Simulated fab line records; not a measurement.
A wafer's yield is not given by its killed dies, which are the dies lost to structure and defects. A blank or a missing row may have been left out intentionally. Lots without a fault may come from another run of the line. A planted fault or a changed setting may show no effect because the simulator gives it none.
Which tool was responsible? + flow gf180mcu + 14 lots with 42 wafers sampled at 3 steps, on a route of 602 steps

== WHAT THE GAUGES SHOWED, per wafer ==
GF_M3_THK_MEAS_06: measures by xrf.
| lot  | measured     | on            | M3_ALCU_THK (nm) |
|------|--------------|---------------|------------------|
| L440 | day 20 06:28 | film_metro-01 | 468 463 469      |
| L443 | day 21 11:07 | film_metro-02 | 453 460 455      |
| L444 | day 21 22:01 | film_metro-01 | 453 463 462      |
| L448 | day 23 11:43 | film_metro-03 | 464 458 455      |
| L449 | day 23 22:54 | film_metro-02 | 455 459 450      |
| L450 | day 24 01:23 | film_metro-02 | 458 458 462      |
| L452 | day 25 02:26 | film_metro-01 | 451 456 453      |
| L453 | day 25 07:20 | film_metro-03 | 461 461 461      |
| L455 | day 25 21:11 | film_metro-02 | 451 459 460      |
| L456 | day 26 04:21 | film_metro-02 | 446 453 452      |
| L458 | day 26 19:19 | film_metro-02 | 445 449 444      |
| L459 | day 27 00:44 | film_metro-03 | 457 460 458      |
| L462 | day 27 20:57 | film_metro-01 | 462 460 462      |
| L463 | day 28 08:19 | film_metro-03 | 447 448 448      |

GF_V3_BOW_MEAS_05.
| lot  | measured     | on            | V3_BOW (um) |
|------|--------------|---------------|-------------|
| L440 | day 21 07:31 | film_metro-03 | 101 115 106 |
| L443 | day 22 12:20 | film_metro-04 | 120 122 123 |
| L444 | day 22 22:41 | film_metro-03 | 126 115 121 |
| L448 | day 24 11:02 | film_metro-03 | 109 115 113 |
| L449 | day 24 22:32 | film_metro-04 | 116 113 119 |
| L450 | day 24 23:48 | film_metro-04 | 128 128 132 |
| L452 | day 26 00:21 | film_metro-02 | 127 119 120 |
| L453 | day 26 05:31 | film_metro-03 | 125 123 114 |
| L455 | day 26 19:25 | film_metro-04 | 123 123 129 |
| L456 | day 27 02:02 | film_metro-03 | 124 130 127 |
| L458 | day 27 17:07 | film_metro-02 | 116 118 112 |
| L459 | day 27 22:00 | film_metro-04 | 119 125 119 |
| L462 | day 28 17:23 | film_metro-02 | 113 117 110 |
| L463 | day 29 04:14 | film_metro-02 | 112 120 120 |

GF_V3_CD_MEAS_14 targets a cd of 260 nm.
| lot  | measured     | on        | cd_nm (nm)        |
|------|--------------|-----------|-------------------|
| L440 | day 22 07:22 | cd_sem-01 | 259.6 259.4 259.6 |
| L443 | day 23 11:32 | cd_sem-02 | 258.8 259.7 258.8 |
| L444 | day 23 21:20 | cd_sem-02 | 258.9 259.5 260.2 |
| L448 | day 25 08:55 | cd_sem-01 | 259.6 259.8 259.3 |
| L449 | day 25 19:42 | cd_sem-01 | 261.2 262.0 260.9 |
| L450 | day 25 20:39 | cd_sem-02 | 261.9 261.4 262.3 |
| L452 | day 26 21:17 | cd_sem-02 | 261.2 261.4 260.8 |
| L453 | day 27 02:32 | cd_sem-01 | 258.8 260.8 259.8 |
| L455 | day 27 15:37 | cd_sem-02 | 258.5 259.7 258.8 |
| L456 | day 27 21:37 | cd_sem-01 | 260.2 260.8 259.5 |
| L458 | day 28 11:57 | cd_sem-01 | 260.1 260.1 260.8 |
| L459 | day 28 17:00 | cd_sem-01 | 259.9 260.1 261.8 |
| L462 | day 29 11:56 | cd_sem-01 | 259.1 259.9 259.2 |
| L463 | day 29 23:06 | cd_sem-02 | 262.4 261.7 261.5 |

== WHAT TOOL EACH LOT RAN ON (gives the tool, then ch and the chambers of the sampled wafers, and finally the start) ==
Record: no process step prior to these readings.

== WHAT THE TOOLS THEMSELVES READ (means of the sampled wafers that have a number; where no wafer has one, the mark that the record gives instead) ==
The record holds no such reading with a usual standard deviation.

== THE ANSWER, worked out from the rows above alone ==
Rule: usual is defined by the lots themselves. The widest of any qualifying gaps counts: lots, ordered by their means at a reading, are off when they make up no more than a third of the lots, leave a main group of 4 or more, and stand apart from it by 3 or more times the standard deviation of that group's means. The tables above print the reading to a certain number of digits; a main group whose means all agree to those digits is not used. Also off: a lot with no number at a reading for which 4 or more lots have one. Any other lot the step has rows for is counted as sound. First the gauges in route order, then the tools' own readings, where a lot's mean is used as printed above. The first step at which some lot is off is used, and at that step the reading that is off furthest; a lot without a number counts as furthest.
Across all readings shown, no lot is off: no conclusion can be drawn from this.

== WHAT HAD BEEN PUT IN BY THE SIMULATOR ==
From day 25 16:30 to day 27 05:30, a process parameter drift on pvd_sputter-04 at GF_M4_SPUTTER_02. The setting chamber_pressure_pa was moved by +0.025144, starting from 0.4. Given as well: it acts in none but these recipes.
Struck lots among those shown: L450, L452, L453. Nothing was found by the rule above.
